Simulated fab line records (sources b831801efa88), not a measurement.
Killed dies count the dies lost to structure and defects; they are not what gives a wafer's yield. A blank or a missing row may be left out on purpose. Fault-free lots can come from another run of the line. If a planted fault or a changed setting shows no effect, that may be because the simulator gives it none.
Which tool is to blame? ; flow sky130 ; 33 wafers from 11 lots sampled at 5 of the route's 708 steps

## WHAT THE GAUGES SHOWED, per wafer
SKY_SONOS_TUNNEL_OVL_MEAS_08.
lot;measured;on;SONOS_TUNNEL_OVL (nm)
L156;day 11 15:07;overlay-02;1.1 0.4 1.7
L160;day 13 11:20;overlay-01;-0.5 -1.2 -1.3
L162;day 13 14:53;overlay-02;2.7 3.2 2.9
L161;day 13 15:49;overlay-01;0.0 0.7 -0.7
L164;day 14 09:04;overlay-02;-0.5 0.5 -0.1
L168;day 15 20:53;overlay-02;0.7 0.5 1.7
L169;day 15 22:09;overlay-01;2.8 2.0 3.2
L170;day 16 11:34;overlay-01;-0.3 0.3 -0.7
L171;day 16 17:05;overlay-01;0.1 1.6 2.4
L173;day 17 04:10;overlay-01;-1.9 -0.4 -1.4
L178;day 19 04:34;overlay-02;1.4 0.9 0.2

SKY_LDD_N_OVL_MEAS_07.
lot;measured;on;LDD_N_OVL (nm)
L156;day 17 22:26;overlay-02;-0.1 -0.7 -1.2
L160;day 20 07:50;overlay-01;1.8 2.2 2.1
L162;day 20 07:32;overlay-02;1.2 1.2 2.0
L161;day 20 09:02;overlay-01;0.8 0.1 1.9
L164;day 21 06:02;overlay-01;2.9 3.5 3.0
L168;day 22 19:10;overlay-01;5.5 3.2 3.5
L169;day 22 21:11;overlay-01;4.8 3.2 3.9
L170;day 23 09:52;overlay-02;-1.8 -0.2 0.3
L171;day 23 16:36;overlay-01;0.1 2.3 2.2
L173;day 24 01:23;overlay-02;-0.4 0.6 2.4
L178;day 25 23:37;overlay-01;1.2 2.1 0.2

## TOOL THAT RAN EACH LOT (tool first, then ch and the chambers of the sampled wafers, then the start)
lot;SKY_POLY_GATE_ETCH_15;SKY_POLY_GATE_ETCH_17;SKY_POLY_GATE_STRIP_18
L156;rie diel-02 ch 0,1,2, day 16 15:25;rie si-01 ch 0,1,3, day 16 15:35;plasma asher-03 ch 0,1, day 16 15:38
L160;rie diel-03 ch 0,2,3, day 18 22:50;rie si-01 ch 0,2,3, day 18 23:01;plasma asher-01 ch 0,1, day 18 23:07
L162;rie diel-04 ch 0,3, day 18 23:11;rie si-02 ch 0,2, day 18 23:22;plasma asher-03 ch 0,1, day 18 23:28
L161;rie diel-02 ch 0,1,2, day 18 23:17;rie si-01 ch 0,1,3, day 18 23:28;plasma asher-01 ch 0,1, day 18 23:31
L164;rie diel-02 ch 0,2,3, day 19 22:08;rie si-01 ch 0,1, day 19 22:19;plasma asher-01 ch 0,1, day 19 22:23
L168;rie diel-04 ch 1,2, day 21 10:32;rie si-02 ch 0,3, day 21 10:43;plasma asher-02 ch 0,1, day 21 10:46
L169;rie diel-04 ch 1,2,3, day 21 13:17;rie si-01 ch 0,1, day 21 13:28;plasma asher-01 ch 0,1, day 21 13:32
L170;rie diel-03 ch 0,2, day 22 02:20;rie si-02 ch 0,1,3, day 22 02:31;plasma asher-03 ch 0,1, day 22 02:35
L171;rie diel-03 ch 0,2,3, day 22 08:50;rie si-01 ch 0,2, day 22 09:01;plasma asher-03 ch 0,1, day 22 09:06
L173;rie diel-02 ch 0,1,3, day 22 17:14;rie si-01 ch 2,3, day 22 17:25;plasma asher-03 ch 0,1, day 22 17:30
L178;rie diel-03 ch 2,3, day 24 16:32;rie si-02 ch 1,2,3, day 24 16:43;plasma asher-03 ch 0,1, day 24 16:47
- SKY_POLY_GATE_ETCH_15: etches BARC in N2/H2, stops on SiO2, time 118.5 s, target depth 110 nm.
- SKY_POLY_GATE_ETCH_17: etches poly-Si in HBr/Cl2, stops on SiO2, target depth 180 nm, time 70.5 s.
- SKY_POLY_GATE_STRIP_18: strips in O2/N2.

## AS READ BY THE TOOLS THEMSELVES (means over the sampled wafers that have a number; for cases with no such wafer, the mark the record gives instead)
SKY_POLY_GATE_ETCH_15.
lot;tool;bias w (W);chamber pressure mTorr (mTorr);drypump motor current A (A);oes product au (a.u.);throttle valve pct (%)
L156;rie diel-02;99.8;30.00;5.7;0.717;13.211
L160;rie diel-03;100.0;29.99;5.7;0.712;13.207
L162;rie diel-04;100.2;29.99;5.9;0.715;13.210
L161;rie diel-02;99.7;30.00;5.7;0.718;13.206
L164;rie diel-02;100.2;30.00;5.6;0.717;13.213
L168;rie diel-04;100.0;30.01;5.7;0.717;13.216
L169;rie diel-04;100.2;30.00;5.9;0.713;13.220
L170;rie diel-03;99.9;30.00;6.3;0.716;13.211
L171;rie diel-03;100.1;30.01;5.7;0.720;13.210
L173;rie diel-02;100.0;30.00;5.8;0.717;13.223
L178;rie diel-03;100.1;30.02;5.3;0.715;13.209

SKY_POLY_GATE_ETCH_17.
lot;tool;HBr_flow_sccm (sccm);bias w (W);drypump motor current A (A);mfc cl2 sccm (sccm);oes product au (a.u.);throttle valve pct (%)
L156;rie si-01;149.8;99.9;5.5;50.01;0.981;33.682
L160;rie si-01;149.8;100.1;5.4;50.02;0.973;33.694
L162;rie si-02;150.0;100.0;5.9;50.04;0.983;33.680
L161;rie si-01;150.2;100.1;5.5;50.07;0.977;33.687
L164;rie si-01;149.7;100.0;5.7;50.05;0.972;33.683
L168;rie si-02;149.8;99.9;5.8;49.85;0.965;33.684
L169;rie si-01;-;-;-;-;-;-
L170;rie si-02;-;-;-;-;-;-
L171;rie si-01;149.7;99.9;5.6;50.03;0.972;33.689
L173;rie si-01;150.0;99.7;5.2;49.82;0.970;33.689
L178;rie si-02;150.0;100.2;5.7;50.10;0.972;33.679

SKY_POLY_GATE_STRIP_18.
lot;tool;drypump motor current A (A);oes product au (a.u.);strip time to endpoint s (s)
L156;plasma asher-03;5.6;0.359;3.170
L160;plasma asher-01;6.4;0.361;3.166
L162;plasma asher-03;5.2;0.363;3.143
L161;plasma asher-01;6.4;0.362;3.186
L164;plasma asher-01;6.4;0.362;3.169
L168;plasma asher-02;5.6;0.357;3.186
L169;plasma asher-01;6.2;0.406;4.169
L170;plasma asher-03;5.6;0.404;4.178
L171;plasma asher-03;5.6;0.360;3.165
L173;plasma asher-03;5.2;0.362;3.144
L178;plasma asher-03;5.2;0.359;3.158

## THE ANSWER, worked out from the rows above alone
Rule: the lots themselves supply what counts as usual. The widest of any qualifying gaps counts: lots, ordered by their means at a reading, are off when they make up no more than a third of the lots, leave a main group of 4 or more, and stand apart from it by 3 or more times the standard deviation of that group's means. A main group whose means are all the same, to the digits that the tables above print for the reading, isn't used. Also off: a lot with no number at a reading for which 4 or more lots have one. Where the step has rows for the other lots, those lots are counted as sound. First the gauges in route order, then the tools' own readings, where a lot's mean is used as printed above. The first step at which some lot is off is used, and at that step the reading that is off furthest; a lot without a number counts as furthest.
Off: L169, L170, at SKY_POLY_GATE_ETCH_17 (HBr_flow_sccm). Without a number there: L169, L170. For the main group the mean is 149.9 sccm and the standard deviation 0.16.
If a tool, at that step or one of the process steps before it, ran each lot that is off and ran no sound lot following the first of them, it fits. Of those tried, none fits.

## WHAT THE SIMULATOR HAD PUT IN
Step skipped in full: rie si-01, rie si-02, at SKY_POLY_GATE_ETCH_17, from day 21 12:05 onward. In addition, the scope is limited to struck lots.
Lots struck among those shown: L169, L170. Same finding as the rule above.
